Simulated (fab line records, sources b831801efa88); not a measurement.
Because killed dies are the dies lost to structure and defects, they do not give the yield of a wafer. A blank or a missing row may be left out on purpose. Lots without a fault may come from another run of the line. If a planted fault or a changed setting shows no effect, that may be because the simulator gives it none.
2 desks looking at one fault -- flow gf180mcu -- every desk sees just its own numbers, and what lay behind them comes last

FROM THE METROLOGY DESK
Means of the sampled wafers that have a number, per lot and without regard to the tool the lot ran on: this is what the gauges read. The brackets show how far a lot's mean lies from the usual mean; more than 4 standard deviations puts the lot out of limits, marked OUT.
Columns: A = M4_ALCU_THK at GF_M4_THK_MEAS_06, usual 441 nm; B = PASSIVATION_CVD_00_THK at GF_PASSIVATION_THK_MEAS_01, usual 995 nm
lot,first seen here,A,B
L371,day 22 15:20,439,994
L372,day 22 22:08,437,989
L373,day 23 00:47,441,999
L374,day 23 10:14,446,1000
L375,day 23 13:59,440,992
L377,day 24 20:47,442,989
L380,day 25 23:03,437,995
L382,day 26 04:46,444,942 (-4.4) OUT
L381,day 26 06:25,443,994
L383,day 26 10:01,450,958
L387,day 27 21:40,444,984
L389,day 28 14:43,443,1002
This desk's result: L382 out of limits, first on L382 (PASSIVATION_CVD_00_THK at GF_PASSIVATION_THK_MEAS_01), day 31 08:01. Within limits: L371, L372, L373, L374, L375, L377, L380, L381, L383, L387, L389.

THE TOOL OWNER'S DESK: pecvd-02
The tool's own readings at GF_PASSIVATION_CVD_00 (deposits SiO2 from TEOS, target thk 1000 nm, time 111.95 s): means of the sampled wafers that have a number, for each lot that ran on this tool. The brackets show how far a lot's mean lies from the usual mean; more than 4 standard deviations puts the lot out of limits, marked OUT.
Columns: A = heater_power_w at GF_PASSIVATION_CVD_00, usual 630 W; B = run_length_s at GF_PASSIVATION_CVD_00, usual 140.0 s
lot,first seen here,A,B
L372,day 28 11:59,687,140.0
L373,day 28 15:04,645,139.5
L374,day 28 21:53,649,139.6
L375,day 29 00:41,624,139.6
L382,day 31 07:56,644,135.2 (-9.0) OUT
L383,day 31 12:08,556,135.5 (-8.4) OUT
This desk's verdict: out of limits on L382, L383, starting with L382 at day 31 07:56 (run_length_s at GF_PASSIVATION_CVD_00). Within limits: L372, L373, L374, L375.

ALL TOGETHER
An alarm could have come from the tool owner's desk at day 31 07:56, on L382, L383.
On L382, the metrology desk was in a position to raise an alarm at day 31 08:01.
The metrology desk holds a record of L383, inside its limits.
All the named lots went through GF_PASSIVATION_CVD_00 on pecvd-02.

WHAT HAD BEEN PUT IN BY THE SIMULATOR
pecvd-02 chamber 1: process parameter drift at GF_PASSIVATION_CVD_00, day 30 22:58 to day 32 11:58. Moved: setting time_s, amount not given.
Struck lots among those shown: L382, L383.
Hours from the fault's start to each desk's first reading out of limits: the tool owner's desk, 9; the metrology desk, 9.
